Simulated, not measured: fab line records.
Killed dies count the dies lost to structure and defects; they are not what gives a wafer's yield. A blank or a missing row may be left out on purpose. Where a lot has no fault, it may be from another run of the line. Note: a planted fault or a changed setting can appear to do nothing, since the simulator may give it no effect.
One fault through the eyes of 2 desks / flow sky130 / only its own numbers are on each desk; what lay behind them is given at the end

== AT THE METROLOGY DESK ==
What the gauges read for every lot (on any tool): the sampled wafers with a number, averaged. Any lot whose mean is over 4 standard deviations away from the usual mean is out of limits and marked OUT; that distance is given in the brackets.
Columns: A = cd_nm at SKY_CONTACT_CD_MEAS_14, usual 170.4 nm; B = METAL1_ALCU_RS at SKY_METAL1_RS_MEAS_05, usual 0.1261 ohm/sq; C = METAL1_ALCU_THK at SKY_METAL1_THK_MEAS_06, usual 250 nm
lot=L504; first seen here=day 31 18:40; A=171.6; B=0.1262; C=249
lot=L505; first seen here=day 32 07:52; A=170.1; B=0.1252; C=253
lot=L506; first seen here=day 33 01:07; A=172.3; B=0.1263; C=249
lot=L510; first seen here=day 33 19:10; A=169.2; B=0.1259; C=250
lot=L513; first seen here=day 34 21:51; A=170.7; B=0.1238; C=253
lot=L512; first seen here=day 35 02:57; A=170.9; B=0.1448 (+11) OUT; C=225 (-7.2) OUT
lot=L518; first seen here=day 36 09:53; A=169.7; B=0.1280; C=247
lot=L519; first seen here=day 36 15:02; A=169.6; B=0.1263; C=249
lot=L522; first seen here=day 38 04:56; A=170.8; B=0.1280; C=246
lot=L526; first seen here=day 38 18:25; A=169.7; B=0.1289; C=245
This desk's finding: out of limits on L512; first on L512, day 35 04:43 (METAL1_ALCU_RS at SKY_METAL1_RS_MEAS_05). L504, L505, L506, L510, L513, L518, L519, L522, L526: within limits.

== THE TOOL OWNER'S DESK: pvd_sputter-03 ==
The tool's own readings at SKY_METAL1_SPUTTER_02 (material AlCu, target thk 250 nm, time 13.3 s): means of the sampled wafers that have a number, for each lot that ran on this tool. Any lot whose mean is over 4 standard deviations away from the usual mean is out of limits and marked OUT; that distance is given in the brackets.
Columns: A = throttle_valve_pct at SKY_METAL1_SPUTTER_02, usual 29.9 %
lot=L504; first seen here=day 31 20:18; A=30.4
lot=L505; first seen here=day 32 09:53; A=30.1
lot=L506; first seen here=day 33 02:43; A=30.5
lot=L513; first seen here=day 34 23:28; A=29.8
lot=L512; first seen here=day 35 04:34; A=29.9
This desk's finding: nothing out of limits on any of the 5 lots.

== PUT TOGETHER ==
At day 35 04:43 the metrology desk could have sounded an alarm, on L512.
Nothing out of limits was seen by the tool owner's desk.
Tool owner's desk: L512 on record, inside its limits.
Every lot named ran SKY_METAL1_SPUTTER_02 on pvd_sputter-03.

== WHAT THE SIMULATOR HAD INSERTED ==
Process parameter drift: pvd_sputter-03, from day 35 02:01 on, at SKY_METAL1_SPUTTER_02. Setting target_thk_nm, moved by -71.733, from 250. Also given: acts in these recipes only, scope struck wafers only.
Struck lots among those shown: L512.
Per desk, hours elapsed from the start of the fault to the first reading out of limits: for the metrology desk, 3.
